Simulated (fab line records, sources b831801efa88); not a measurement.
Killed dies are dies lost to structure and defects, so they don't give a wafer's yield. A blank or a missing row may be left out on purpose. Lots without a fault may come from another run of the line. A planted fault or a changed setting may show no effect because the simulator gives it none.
A struck lot beside a sound one | flow sky130 | 19 steps out of a route of 708
Sound: wafers L173.1, L173.4, L173.6. Struck: wafers L184.2, L184.3, L184.4. The cause comes at the end.
At each step with rows: each side's tool, then ch and its chambers, then its first start. Under that, the readings that differ: sound wafers | struck wafers | difference of the means | sigmas: that difference in standard deviations of wafers without a fault.
alike: readings whose means differ by less than 2 such deviations, and words and numbers that are the same on both sides. not compared: withheld readings, readings that some wafer has no value for, bounds like >300 that may hide the same value, and numbers for which the record gives no deviation and whose values overlap.
The two part at a step that has a row with sigmas, a row that says differs or no value, or rows on one side only. Numbers that don't overlap but have no deviation are shown without sigmas and don't part them. A reading that every wafer of one side lacks parts them only if that side has two wafers or more.

first, 1 step without rows for these wafers: SKY_LDD_HVP_IMPLANT_08.
SKY_LDD_HVP_STRIP_09: strips in O2/N2.
  sound on plasma_asher-04 ch 0,1, day 22 13:34; struck on plasma_asher-04 ch 0,1, day 26 17:59
  alike: drypump_motor_current_A, oes_product_au, strip_time_to_endpoint_s
  not compared: rf_hours_counter_h
SKY_LDD_HVP_TW_MEAS_10:
  sound on film_metro-01, day 22 13:40; struck on film_metro-02, day 26 18:05
  alike: LDD_HVP_TW
then, 7 steps without rows for these wafers: SKY_LDD_LDN_DEHYDRATE_00 (time 60 s); SKY_LDD_LDN_HMDS_01 (prime time 60 s); SKY_LDD_LDN_COAT_02 (resist thk 1140 nm); SKY_LDD_LDN_SOFTBAKE_03 (time 60 s); SKY_LDD_LDN_EXPOSE_04 (exposes mask LDNTM, target cd 700 nm); SKY_LDD_LDN_PEB_05; SKY_LDD_LDN_DEVELOP_06 (develop time 60 s).
SKY_LDD_LDN_OVL_MEAS_07:
  sound on overlay-02, day 23 19:55; struck on overlay-01, day 27 22:31
  reading          | sound          | struck        | difference | sigmas
  LDD_LDN_OVL (nm) | -2.8 -2.5 -3.7 | 0.5 -0.2 -1.8 | +2.5       | +2
then, 1 step without rows for these wafers: SKY_LDD_LDN_IMPLANT_08.
SKY_LDD_LDN_IMPLANT_09:
  sound on implanter-04 ch 0, day 23 20:05; struck on implanter-01 ch 0, day 27 23:02
then, 2 steps without rows for these wafers: SKY_LDD_LDN_IMPLANT_10; SKY_LDD_LDN_IMPLANT_11.
SKY_LDD_LDN_STRIP_12: strips in O2/N2.
  sound on plasma_asher-04 ch 0,1, day 23 20:32; struck on plasma_asher-02 ch 0,1, day 27 23:28
  reading                      | sound             | struck            | difference | sigmas
  strip_time_to_endpoint_s (s) | 14.15 14.16 14.13 | 14.28 14.24 14.24 | +0.11      | +3
  alike: drypump_motor_current_A, oes_product_au
  not compared: rf_hours_counter_h
SKY_LDD_LDN_TW_MEAS_13:
  sound on film_metro-03, day 23 20:38; struck on film_metro-01, day 27 23:34
  reading    | sound          | struck         | difference | sigmas
  LDD_LDN_TW | 1490 1483 1492 | 1585 1588 1605 | +104       | +13
then, 1 step without rows for these wafers: SKY_LDD_LDN_CLEAN_14 (cleans in SC1/SC2, time 150 s).
-- the record jumps here: 21 days lie between the struck wafers' starts before and after (it left off in module LDD_LDN and takes up again in module PAD_OPEN, whose first step shown is number 708 of the route) --
SKY_PAD_OPEN_PROBE_99:
  sound on prober-01, day 46 11:14; struck on prober-01, day 49 06:53
  reading                         | sound          | struck         | difference | sigmas
  model.etest.tip_sonos.rs_ohm_sq | 2683 2741 2747 | 2244 2331 2244 | -451       |
  alike: killed_at_M0_to_M3, killed_at_M4_up, killed_at_contacts, killed_at_front_end, killed_at_other, killed_dies, killed_open, killed_short

WHERE THEY PART
First at SKY_LDD_LDN_OVL_MEAS_07; last, within this record, at SKY_LDD_LDN_TW_MEAS_13. Later steps at which nothing parts them and some readings are alike: SKY_PAD_OPEN_PROBE_99.

WHY: what the simulator had put in
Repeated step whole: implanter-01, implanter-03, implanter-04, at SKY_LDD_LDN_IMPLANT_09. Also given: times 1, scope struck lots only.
